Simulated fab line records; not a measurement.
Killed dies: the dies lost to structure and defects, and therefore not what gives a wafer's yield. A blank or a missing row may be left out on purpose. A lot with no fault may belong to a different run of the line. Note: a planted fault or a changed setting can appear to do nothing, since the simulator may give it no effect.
fab line records | flow sky130
record lots=12 wafers=36 lastDay=50
route steps=708 shown VIA1@461 METAL2@503 METAL3@536 PAD_OPEN@708
lots untouched by any fault: they come from a run of this same line in which no faults occurred
startH: hours from the record's first day to the start of the lot's first wafer shown | waitH: hours since the lot's step before | " repeats the value in the row above | L1.1+2: one row covering several wafers at once | - no value present, or no start provided | * or withheld: withheld | < > ~ a bound
route shown NAME@n: NAME is a module with steps in the file, n the number in the route of the first one | usual: mean/standard deviation of fault-free wafers | same: alike in all rows | chamber/n: place in a boat | sites: per-site readings | _std_site: standard deviation across them | _edge_site: outer sites' mean less inner sites' | radiusMm: how far each site lies from the wafer's centre | mask NAME#n: copy n | behind: the most recent tool/chamber to have shaped the wafer | hold: the reason the lot was held/the length of the hold in hours/how it ended | device: names the non-switching transistor (n, p or np) | end of line: tests run on the same wafers once the route is complete | where a step has no rows: the recipe by itself | killed: not the wafer's yield, but the dies lost to structure and defects at the first sort | map: the dies of a wafer, with x for killed, . for not killed, _ for no die there
set.NAME: the setting as run; set.NAME@STEP: as run at that earlier step | model.NAME: the simulator's own value behind a step, which no gauge read
a sample of lots followed through the steps of the route, with each step as a table and each wafer as a row
services: when a tool's chamber went out of use (startH, in hours from the record's first day, below 0 if earlier), for how many hours, and the reason
## steps
# step SKY_VIA1_BOW_MEAS_03
# recipe mode=bow
# usual VIA1_BOW=80/6.5
# columns lot.wafer tool chamber startH waitH VIA1_BOW[um]
L330.1 filmMetro-04 - 755.46 0.2 82
L330.2 " - " " 82
L330.3 " - " " 80
L331.1 filmMetro-03 - 767.84 0.1 81
L331.2 " - " " 71
L331.6 " - " " 72
L332.2 filmMetro-03 - 809.23 0.2 89
L332.3 " - " " 90
L332.5 " - " " 74
L335.2 filmMetro-04 - 809.92 0.3 89
L335.3 " - " " 77
L335.4 " - " " 96
L343.1 filmMetro-02 - 870.52 0.2 83
L343.2 " - " " 73
L343.3 " - " " 81
L346.1 filmMetro-02 - 887.92 0.1 82
L346.2 " - " " 82
L346.5 " - " " 70
L347.3 filmMetro-02 - 888.50 0.1 71
L347.5 " - " " 76
L347.6 " - " " 77
L348.1 filmMetro-04 - 909.04 0.2 80
L348.5 " - " " 81
L348.6 " - " " 65
L349.1 filmMetro-02 - 913.47 0.2 70
L349.2 " - " " 82
L349.4 " - " " 79
L351.2 filmMetro-04 - 920.35 0.2 72
L351.5 " - " " 79
L351.6 " - " " 80
L350.3 filmMetro-04 - 921.45 0.2 80
L350.5 " - " " 76
L350.6 " - " " 73
L352.1 filmMetro-02 - 927.01 0.2 79
L352.2 " - " " 74
L352.5 " - " " 79
# step SKY_METAL2_STRIP_20
# recipe chemistry=O2/N2 powerW=1400 pressureMtorr=1500 platenTempC=withheld o2FlowSccm=3000 n2FlowSccm=300 overashFraction=0.5
# usual drypumpMotorCurrentA=5.7/0.53 oesProductAu=0.344/0.0046 stripTimeToEndpointS=2.71/0.038
# columns lot.wafer tool chamber startH waitH drypumpMotorCurrentA oesProductAu rfHoursCounterH stripTimeToEndpointS
L330.1 plasmaAsher-02 0 811.40 0.1 6.0 0.341 38 2.71
L330.2 " 1 " " 5.1 0.340 38 2.73
L330.3 " 1 " " 5.1 0.344 - 2.68
L331.1 plasmaAsher-04 0 823.10 0.1 6.1 0.351 102 2.76
L331.2 " 1 " " 5.2 0.349 102 2.74
L331.6 " 0 " " 6.1 0.351 - 2.73
L332.2 plasmaAsher-04 1 863.10 0.1 5.1 0.346 106 2.65
L332.3 " 1 " " 5.2 0.351 - 2.68
L332.5 " 1 " " 5.2 0.345 - 2.66
L335.2 plasmaAsher-02 0 863.45 0.1 6.1 0.350 43 2.71
L335.3 " 0 " " 6.1 0.334 - 2.74
L335.4 " 1 " " 5.1 0.343 - 2.70
L343.1 plasmaAsher-02 0 922.73 0.1 6.1 0.345 49 2.72
L343.2 " 1 " " 5.1 0.347 49 2.74
L343.3 " 0 " " 6.1 0.340 - 2.75
L346.1 plasmaAsher-04 1 938.78 0.1 5.2 0.343 114 2.71
L346.2 " 0 " " 6.2 0.348 114 2.73
L346.5 " 0 " " 6.1 0.345 - 2.73
L347.3 plasmaAsher-04 0 939.73 0.1 6.1 0.347 - 2.72
L347.5 " 0 " " 6.1 0.338 - 2.66
L347.6 " 1 " " 5.2 0.340 - 2.73
L348.1 plasmaAsher-03 1 959.90 0.1 6.5 0.346 82 2.73
L348.5 " 0 " " 5.2 0.340 - 2.71
L348.6 " 1 " " 6.5 0.353 - 2.72
L349.1 plasmaAsher-04 0 963.68 0.1 6.2 0.343 116 2.72
L349.2 " 1 " " 5.2 0.336 116 2.73
L349.4 " 0 " " 6.1 0.346 - 2.76
L351.2 plasmaAsher-04 1 970.83 0.1 5.2 0.345 117 2.73
L351.5 " 1 " " 5.2 0.333 - 2.68
L351.6 " 0 " " 6.1 0.347 - 2.74
L350.3 plasmaAsher-02 0 971.81 0.1 6.1 0.341 - 2.75
L350.5 " 0 " " 6.1 0.344 - 2.74
L350.6 " 1 " " 5.1 0.341 - 2.77
L352.1 plasmaAsher-02 1 975.78 0.1 5.1 0.346 53 2.75
L352.2 " 0 " " 6.1 0.348 53 2.68
L352.5 " 1 " " 5.1 0.352 - 2.73
# step SKY_METAL3_SPUTTER_04
# recipe material=TiN targetThkNm=70 powerW=6500 timeS=58.3 chamberPressurePa=0.4
# usual chamberPressurePa=0.4001/0.00079 throttleValvePct=30.4/0.98
# columns lot.wafer tool chamber startH waitH chamberPressurePa throttleValvePct
L330.1 pvdSputter-01 - 839.89 0.0 0.3996 29.8
L330.2 " - " " 0.4009 30.2
L330.3 " - " " 0.4002 30.0
L331.1 pvdSputter-01 - 852.11 0.0 0.3991 29.9
L331.2 " - " " 0.4003 30.5
L331.6 " - " " 0.4008 31.0
L332.2 pvdSputter-04 - 892.05 0.0 0.4011 31.5
L332.3 " - " " 0.3997 28.9
L332.5 " - " " 0.4002 28.2
L335.2 pvdSputter-01 - 892.97 0.0 0.4258 29.3
L335.3 " - " " 0.3998 30.3
L335.4 " - " " 0.4005 31.0
L343.1 pvdSputter-04 - 949.86 0.0 0.3997 30.3
L343.2 " - " " 0.3991 31.3
L343.3 " - " " 0.3993 28.5
L346.1 pvdSputter-04 - 967.78 0.0 0.4005 30.3
L346.2 " - " " 0.4009 32.4
L346.5 " - " " 0.3990 28.5
L347.3 pvdSputter-01 - 968.08 0.0 0.4005 29.7
L347.5 " - " " 0.4001 29.8
L347.6 " - " " 0.4005 31.1
L348.1 pvdSputter-01 - 986.04 0.0 0.4000 31.1
L348.5 " - " " 0.4000 31.1
L348.6 " - " " 0.4011 29.6
L349.1 pvdSputter-01 - 990.23 0.0 0.4004 29.6
L349.2 " - " " 0.4001 30.3
L349.4 " - " " 0.4008 30.3
L351.2 pvdSputter-01 - 996.74 0.0 0.4015 30.0
L351.5 " - " " 0.4006 30.2
L351.6 " - " " 0.4019 30.0
L350.3 pvdSputter-01 - 997.96 0.0 0.3998 30.2
L350.5 " - " " 0.4003 29.7
L350.6 " - " " 0.4011 30.4
L352.1 pvdSputter-01 - 1001.52 0.0 0.3997 30.2
L352.2 " - " " 0.4013 31.0
L352.5 " - " " 0.3999 30.3
# step SKY_METAL3_DESCUM_15
# recipe chemistry=O2 sourcePowerW=150 biasPowerW=0 pressureMtorr=10 tempC=40 timeS=8
# usual drypumpMotorCurrentA=6.13/0.21 oesProductAu=0.997/0.01
# columns lot.wafer tool chamber startH waitH drypumpMotorCurrentA oesProductAu rfHoursCounterH
L330.1 rieMetal-03 1 893.18 0.0 6.17 1.000 15
L330.2 " 0 " " 6.16 1.005 7
L330.3 " 1 " " 6.16 1.004 -
L331.1 rieMetal-03 1 904.75 0.0 6.17 0.998 15
L331.2 " 0 " " 6.12 1.006 7
L331.6 " 1 " " 6.18 0.988 -
L332.2 rieMetal-02 1 942.78 0.0 6.23 1.011 6
L332.3 " 1 " " 6.23 1.003 -
L332.5 " 1 " " 6.21 1.004 -
L335.2 rieMetal-02 1 943.13 0.0 6.23 1.000 6
L335.3 " 1 " " 6.23 1.000 -
L335.4 " 0 " " 5.70 1.007 -
L343.1 rieMetal-03 1 998.62 0.0 6.14 1.001 18
L343.2 " 0 " " 6.10 1.005 11
L343.3 " 0 " " 6.09 0.998 -
L346.1 rieMetal-01 1 1015.20 0.0 6.20 0.991 14
L346.2 " 0 " " 6.38 0.980 18
L346.5 " 1 " " 6.21 1.001 -
L347.3 rieMetal-01 0 1015.68 0.0 6.37 0.982 -
L347.5 " 0 " " 6.38 0.989 -
L347.6 " 1 " " 6.23 0.994 -
L348.1 rieMetal-03 0 1032.50 0.0 6.11 1.003 12
L348.5 " 0 " " 6.10 1.006 -
L348.6 " 0 " " 6.11 1.004 -
L349.1 rieMetal-01 0 1037.35 0.0 6.39 0.987 20
L349.2 " 1 " " 6.22 0.996 16
L349.4 " 1 " " 6.20 0.994 -
L351.2 rieMetal-02 1 1042.83 0.0 6.22 0.999 12
L351.5 " 0 " " 5.73 1.009 -
L351.6 " 1 " " 6.21 1.004 -
L350.3 rieMetal-02 0 1045.31 0.0 5.71 1.005 -
L350.5 " 0 " " 5.72 1.014 -
L350.6 " 1 " " 6.22 1.000 -
L352.1 rieMetal-01 0 1047.82 0.0 6.41 0.988 20
L352.2 " 1 " " 6.24 0.983 17
L352.5 " 0 " " 6.43 0.984 -
# step SKY_PAD_OPEN_PROBE_99
# usual defectLimitedYield=82.7/2.1 killed_at_M0_to_M3=43/7.2 killed_at_M4_up=3.3/1.8 killedAtContacts=23/5.5 killedAtFrontEnd=16/5.1 killedAtOther=0.4/0.65 killedDies=85/10 killedOpen=46/7.1 killedShort=38/7.2 sort_bin_3_pad_short=0.9/0.41 sort_bin_5_function=10.2/1.5 sort_bin_6_memory=6.2/1.1 sortNPass=407/10 sortYieldPct=82.7/2.1
# same grossDies=492 killedAtBackSide=0 sort_bin_4_leakage[%]=0 sort_bin_8_speed[%]=0
# columns lot.wafer tool chamber startH waitH defectLimitedYield[%] killed_at_M0_to_M3 killed_at_M4_up killedAtContacts killedAtFrontEnd killedAtOther killedDies killedOpen killedShort sort_bin_3_pad_short[%] sort_bin_5_function[%] sort_bin_6_memory[%] sortNPass sortYieldPct[%]
L331.1 prober-01 - 1076.48 0.1 82.1 46 2 21 19 0 88 42 46 1.2 8.5 8.1 404 82.1
L331.2 prober-01 - 1076.53 0.1 81.3 43 7 23 19 0 92 51 40 0.6 10.4 7.7 400 81.3
L331.6 prober-01 - 1076.73 0.2 84.3 30 8 18 21 0 77 34 40 1.4 9.1 5.1 415 84.3
L343.1 prober-02 - 1153.73 0.1 83.3 39 5 25 11 2 82 38 41 1.0 9.8 5.9 410 83.3
L343.2 prober-02 - 1153.78 0.1 83.3 41 4 23 12 2 82 50 30 1.6 10.2 4.9 410 83.3
L343.3 prober-02 - 1153.83 0.2 81.7 35 6 33 15 1 90 40 49 1.4 11.4 5.5 402 81.7
L346.1 prober-01 - 1165.53 0.1 83.9 41 1 30 7 0 79 47 32 0.8 10.2 5.1 413 83.9
L346.2 prober-01 - 1165.58 0.1 83.5 42 3 22 14 0 81 45 36 1.4 9.6 5.5 411 83.5
L346.5 prober-01 - 1165.73 0.2 82.5 47 2 27 10 0 86 42 44 1.8 8.7 6.9 406 82.5
L348.1 prober-01 - 1179.57 0.1 83.7 44 2 16 17 1 80 42 38 0.2 8.9 7.1 412 83.7
L348.5 prober-01 - 1179.77 0.2 84.1 41 2 21 14 0 78 42 36 1.0 8.5 6.3 414 84.1
L348.6 prober-01 - 1179.82 0.2 84.1 50 4 14 10 0 78 35 43 0.8 11.8 3.3 414 84.1
L350.3 prober-02 - 1189.45 0.2 81.1 34 4 33 22 0 93 53 39 0.8 10.4 7.7 399 81.1
L350.5 prober-02 - 1189.55 0.2 77.6 62 4 25 19 0 110 64 44 1.6 12.4 8.3 382 77.6
L350.6 prober-02 - 1189.60 0.2 79.3 49 3 34 16 0 102 70 32 1.2 11.8 7.7 390 79.3
L352.1 prober-01 - 1191.76 0.1 80.7 51 2 29 13 0 95 59 36 1.2 12.2 5.9 397 80.7
L352.2 prober-01 - 1191.81 0.1 82.7 36 3 22 23 1 85 51 33 1.0 10.4 5.9 407 82.7
L352.5 prober-01 - 1191.96 0.2 79.7 54 4 26 16 0 100 45 55 1.0 11.2 8.1 392 79.7
# killed by level:class
L331.1 VIA2:geometricParticle:open=7 VIA1:geometricParticle:open=7 CONTACT:geometricParticle:open=6 VIA3:geometricParticle:short=6 METAL2:geometricParticle:short=5 VIA3:geometricParticle:open=5 FIELD_ISO:geometricParticle:open=4 LI_CONTACT:geometricParticle:open=4
L331.2 VIA2:geometricParticle:open=10 VIA1:geometricParticle:open=8 FIELD_ISO:geometricParticle:short=7 LOCAL_INTERCONNECT:geometricParticle:short=6 VIA3:geometricParticle:open=6 CONTACT:geometricParticle:open=5 LI_CONTACT:geometricParticle:open=5 METAL2:geometricParticle:short=5
L331.6 FIELD_ISO:geometricParticle:short=9 VIA1:geometricParticle:open=7 CONTACT:geometricParticle:open=6 FIELD_ISO:geometricParticle:open=5 LI_CONTACT:geometricParticle:open=4 METAL4:geometricParticle:short=4 CONTACT:geometricParticle:short=4 METAL1:geometricParticle:short=4
L343.1 VIA1:geometricParticle:open=11 METAL1:geometricParticle:short=8 CONTACT:geometricParticle:short=7 CONTACT:geometricParticle:open=7 VIA3:geometricParticle:open=7 LI_CONTACT:geometricParticle:open=5 LOCAL_INTERCONNECT:geometricParticle:short=4 VIA2:geometricParticle:open=4
L343.2 VIA1:geometricParticle:open=11 VIA2:geometricParticle:open=9 CONTACT:geometricParticle:open=8 CONTACT:geometricParticle:short=7 LI_CONTACT:geometricParticle:open=5 METAL1:geometricParticle:short=5 METAL2:geometricParticle:short=5 FIELD_ISO:geometricParticle:open=4
L343.3 VIA2:geometricParticle:open=10 CONTACT:geometricParticle:open=9 CONTACT:geometricParticle:short=8 LI_CONTACT:geometricParticle:open=7 LOCAL_INTERCONNECT:geometricParticle:short=6 METAL4:geometricParticle:short=5 POLY_GATE:geometricParticle:short=4 VIA1:geometricParticle:open=4
L346.1 VIA1:geometricParticle:open=16 CONTACT:geometricParticle:open=11 LI_CONTACT:geometricParticle:open=10 METAL1:geometricParticle:short=6 CONTACT:geometricParticle:short=5 LI_CONTACT:geometricParticle:short=4 METAL2:geometricParticle:short=4 VIA1:geometricParticle:short=3
L346.2 LI_CONTACT:geometricParticle:open=8 VIA1:geometricParticle:open=8 CONTACT:geometricParticle:open=6 FIELD_ISO:geometricParticle:open=5 CONTACT:geometricParticle:short=5 METAL1:geometricParticle:short=5 VIA1:geometricParticle:short=5 VIA2:geometricParticle:open=5
L346.5 CONTACT:geometricParticle:open=9 CONTACT:geometricParticle:short=7 VIA1:geometricParticle:short=7 VIA1:geometricParticle:open=7 METAL2:geometricParticle:short=7 VIA2:geometricParticle:open=6 LI_CONTACT:geometricParticle:open=5 METAL1:geometricParticle:short=5
L348.1 VIA1:geometricParticle:open=11 CONTACT:geometricParticle:open=8 VIA3:geometricParticle:open=6 VIA1:geometricParticle:short=6 VIA2:geometricParticle:open=5 METAL2:geometricParticle:short=5 FIELD_ISO:geometricParticle:open=4 FIELD_ISO:geometricParticle:short=4
L348.5 VIA3:geometricParticle:open=11 VIA1:geometricParticle:open=9 POLY_GATE:geometricParticle:short=5 LOCAL_INTERCONNECT:geometricParticle:short=5 CONTACT:geometricParticle:short=5 METAL1:geometricParticle:short=5 VIA1:geometricParticle:short=5 FIELD_ISO:geometricParticle:short=4
L348.6 VIA1:geometricParticle:open=8 VIA3:geometricParticle:open=7 VIA1:geometricParticle:short=7 LI_CONTACT:geometricParticle:open=6 VIA2:geometricParticle:short=6 METAL1:geometricParticle:short=5 VIA3:geometricParticle:short=5 FIELD_ISO:geometricParticle:short=4
L350.3 LI_CONTACT:geometricParticle:open=10 CONTACT:geometricParticle:open=10 FIELD_ISO:geometricParticle:open=8 VIA2:geometricParticle:open=8 LOCAL_INTERCONNECT:geometricParticle:short=6 CONTACT:geometricParticle:short=6 POLY_GATE:geometricParticle:open=5 METAL1:geometricParticle:short=5
L350.5 VIA1:geometricParticle:open=18 VIA3:geometricParticle:open=11 LI_CONTACT:geometricParticle:open=9 CONTACT:geometricParticle:open=9 POLY_GATE:geometricParticle:short=7 METAL2:geometricParticle:short=6 METAL1:geometricParticle:short=5 LOCAL_INTERCONNECT:geometricParticle:short=4
L350.6 VIA1:geometricParticle:open=15 CONTACT:geometricParticle:open=14 LI_CONTACT:geometricParticle:open=12 FIELD_ISO:geometricParticle:open=8 METAL1:geometricParticle:short=8 VIA3:geometricParticle:open=5 VIA2:geometricParticle:open=5 LI_CONTACT:geometricParticle:short=4
L352.1 VIA1:geometricParticle:open=16 CONTACT:geometricParticle:open=11 LI_CONTACT:geometricParticle:open=9 VIA3:geometricParticle:open=7 VIA2:geometricParticle:open=5 METAL2:geometricParticle:short=5 FIELD_ISO:geometricParticle:open=4 POLY_GATE:geometricParticle:open=4
L352.2 VIA1:geometricParticle:open=10 VIA2:geometricParticle:open=9 POLY_GATE:geometricParticle:open=8 CONTACT:geometricParticle:open=7 LI_CONTACT:geometricParticle:open=6 FIELD_ISO:geometricParticle:short=5 VIA3:geometricParticle:open=5 POLY_GATE:geometricParticle:short=4
L352.5 METAL1:geometricParticle:short=13 VIA1:geometricParticle:open=12 CONTACT:geometricParticle:open=7 LOCAL_INTERCONNECT:geometricParticle:short=6 METAL2:geometricParticle:short=6 LI_CONTACT:geometricParticle:short=5 VIA3:geometricParticle:open=5 POLY_GATE:geometricParticle:short=4
## services
# columns tool chamber startH hours kind
rieMetal-02 0 788.20 - clean
rieMetal-02 0 788.20 15.7 scheduledDown
rieMetal-02 0 788.20 15.7 ventCycle
plasmaAsher-04 - 793.98 1.0 repair
rieMetal-02 1 803.91 - clean
rieMetal-02 1 803.91 17.3 scheduledDown
rieMetal-02 1 803.91 17.3 ventCycle
pvdSputter-01 - 844.08 1.8 repair
plasmaAsher-04 - 846.12 0.6 repair
pvdSputter-04 - 849.94 0.6 repair
rieMetal-03 0 871.79 5.1 repair
plasmaAsher-02 - 895.01 2.8 pm
rieMetal-03 - 913.56 28.1 pm
plasmaAsher-02 - 918.88 0.4 repair
plasmaAsher-02 - 928.85 5.6 repair
pvdSputter-01 - 937.51 8.1 repair
rieMetal-03 - 949.76 1.4 pm
rieMetal-01 - 974.44 0.9 repair
pvdSputter-04 - 977.48 24.5 repair
plasmaAsher-04 - 980.56 2.8 pm
plasmaAsher-02 - 987.78 3.6 repair
rieMetal-03 0 1014.02 8.4 repair
rieMetal-03 1 1020.78 39.1 repair
## key
firstSign step=SKY_METAL3_SPUTTER_04 reading=chamberPressurePa direction=up sigmas=33 usual=0.4001 struck=0.4258
effect none on later readings
metAt SKY_METAL3_SPUTTER_04
struckLots L335
struckWafers L335.2
notActingAt SKY_VIA1_BOW_MEAS_03,SKY_METAL2_STRIP_20,SKY_METAL3_DESCUM_15
onsetBetween 839.89 892.97
fault kind=processParameterDrift tool=pvdSputter-01 chamber=- onsetH=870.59 steps=SKY_METAL3_SPUTTER_04 channel=chamberPressurePa offset=0.027352 shape=step endH=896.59 actsIn=theseRecipesOnly stated=0.4 scope=struckWafersOnly
